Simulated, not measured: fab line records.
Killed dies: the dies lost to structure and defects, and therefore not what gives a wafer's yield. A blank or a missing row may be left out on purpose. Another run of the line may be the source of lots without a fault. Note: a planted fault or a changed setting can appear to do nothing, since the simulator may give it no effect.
The tool behind it: which one? | flow sky130 | Sampling: 15 lots, 45 wafers, 3 of 708 route steps

## WHAT THE GAUGES SHOWED, per wafer
SKY_SD_P_CD_MEAS_07 targets a cd of 380 nm.
lot  | measured     | on        | cd nm (nm)
L612 | day 25 13:05 | cd sem-02 | 381.0 381.8 379.2
L614 | day 26 00:28 | cd sem-02 | 381.4 384.1 381.9
L615 | day 26 11:03 | cd sem-01 | 378.6 381.2 380.4
L616 | day 27 00:22 | cd sem-02 | 378.9 377.4 377.5
L617 | day 27 00:35 | cd sem-02 | 378.6 378.2 378.4
L618 | day 27 14:05 | cd sem-01 | 379.2 381.0 380.8
L620 | day 28 19:35 | cd sem-01 | 380.8 379.7 378.7
L626 | day 30 19:44 | cd sem-02 | 382.9 383.2 381.8
L625 | day 30 20:13 | cd sem-01 | 383.3 384.4 384.7
L629 | day 31 21:57 | cd sem-01 | 373.5 374.6 374.3
L628 | day 31 22:13 | cd sem-02 | 378.3 376.1 378.2
L631 | day 32 06:41 | cd sem-02 | 381.9 381.8 379.4
L630 | day 32 09:30 | cd sem-02 | 378.4 379.1 379.1
L633 | day 32 17:22 | cd sem-02 | 383.7 383.9 383.4
L634 | day 33 05:06 | cd sem-02 | 380.9 381.2 379.9

SKY_SD_N_TW_MEAS_12.
lot  | measured     | on            | SD_N_TW
L612 | day 27 23:32 | film metro-01 | 4009 3981 3999
L614 | day 28 11:08 | film metro-01 | 4018 4004 4007
L615 | day 28 22:07 | film metro-01 | 3984 4005 4013
L616 | day 29 10:44 | film metro-02 | 3964 3999 3979
L617 | day 29 10:52 | film metro-01 | 3988 3982 4007
L618 | day 29 23:15 | film metro-01 | 4000 3967 3991
L620 | day 31 03:37 | film metro-02 | 3969 3955 3982
L626 | day 33 03:32 | film metro-04 | 3949 3955 3968
L625 | day 33 04:01 | film metro-04 | 3946 3945 3971
L629 | day 34 04:07 | film metro-02 | 4017 3997 3992
L628 | day 34 05:06 | film metro-04 | 3955 3935 3954
L631 | day 34 11:57 | film metro-04 | 3954 3960 3931
L630 | day 34 16:10 | film metro-02 | 3978 3987 3983
L633 | day 34 23:00 | film metro-04 | 3976 3960 3962
L634 | day 35 09:25 | film metro-02 | 4008 4005 4011

SKY_SD_N_RS_MEAS_18: a four-point-probe measurement.
lot  | measured     | on            | RES_XHIGH_RS (ohm/sq)
L612 | day 28 00:05 | film metro-01 | 332.2 331.3 333.4
L614 | day 28 11:41 | film metro-01 | 334.2 333.7 333.7
L615 | day 28 22:40 | film metro-02 | 333.6 333.6 332.8
L616 | day 29 11:17 | film metro-02 | 333.3 332.5 334.5
L617 | day 29 11:23 | film metro-04 | 333.6 335.5 334.9
L618 | day 29 23:50 | film metro-04 | 330.8 332.1 331.9
L620 | day 31 04:08 | film metro-01 | 333.1 332.8 332.1
L626 | day 33 04:07 | film metro-02 | 331.7 332.1 332.4
L625 | day 33 04:34 | film metro-01 | 330.0 330.4 331.2
L629 | day 34 04:38 | film metro-01 | 332.7 330.7 330.9
L628 | day 34 05:37 | film metro-01 | 334.0 331.9 332.1
L631 | day 34 12:28 | film metro-01 | 333.5 332.1 332.3
L630 | day 34 16:43 | film metro-02 | 333.2 332.5 332.2
L633 | day 34 23:33 | film metro-02 | 335.2 335.3 335.0
L634 | day 35 09:58 | film metro-01 | 332.5 333.2 332.6

## WHICH TOOL RAN EACH LOT (tool, then ch and the chambers of the sampled wafers, then the start)
The record holds no process step before these readings.

## WHAT THE TOOLS THEMSELVES READ (means of the sampled wafers that have a number; where no wafer has one, the mark that the record gives instead)
The record holds no such reading with a usual standard deviation.

## THE ANSWER, worked out from the rows above alone
Rule: the lots themselves supply what counts as usual. Put in order of their means at a reading, lots are off if they are a third of the lots or fewer, leave a main group of 4 or more, and stand apart from it by a gap of 3 or more times the standard deviation of the main group's means; of several such gaps the widest counts. A main group whose means are all the same, to the digits that the tables above print for the reading, isn't used. Also off: a lot with no number at a reading for which 4 or more lots have one. The other lots that the step has rows for count as sound. Order of review: gauges by route order, followed by the tools' own readings, for which a lot's mean as printed above is used. The first step at which some lot is off is used, and at that step the reading that is off furthest; a lot without a number counts as furthest.
Nothing can be told from this: no lot is off at any reading shown.

## WHAT THE SIMULATOR HAD INSERTED
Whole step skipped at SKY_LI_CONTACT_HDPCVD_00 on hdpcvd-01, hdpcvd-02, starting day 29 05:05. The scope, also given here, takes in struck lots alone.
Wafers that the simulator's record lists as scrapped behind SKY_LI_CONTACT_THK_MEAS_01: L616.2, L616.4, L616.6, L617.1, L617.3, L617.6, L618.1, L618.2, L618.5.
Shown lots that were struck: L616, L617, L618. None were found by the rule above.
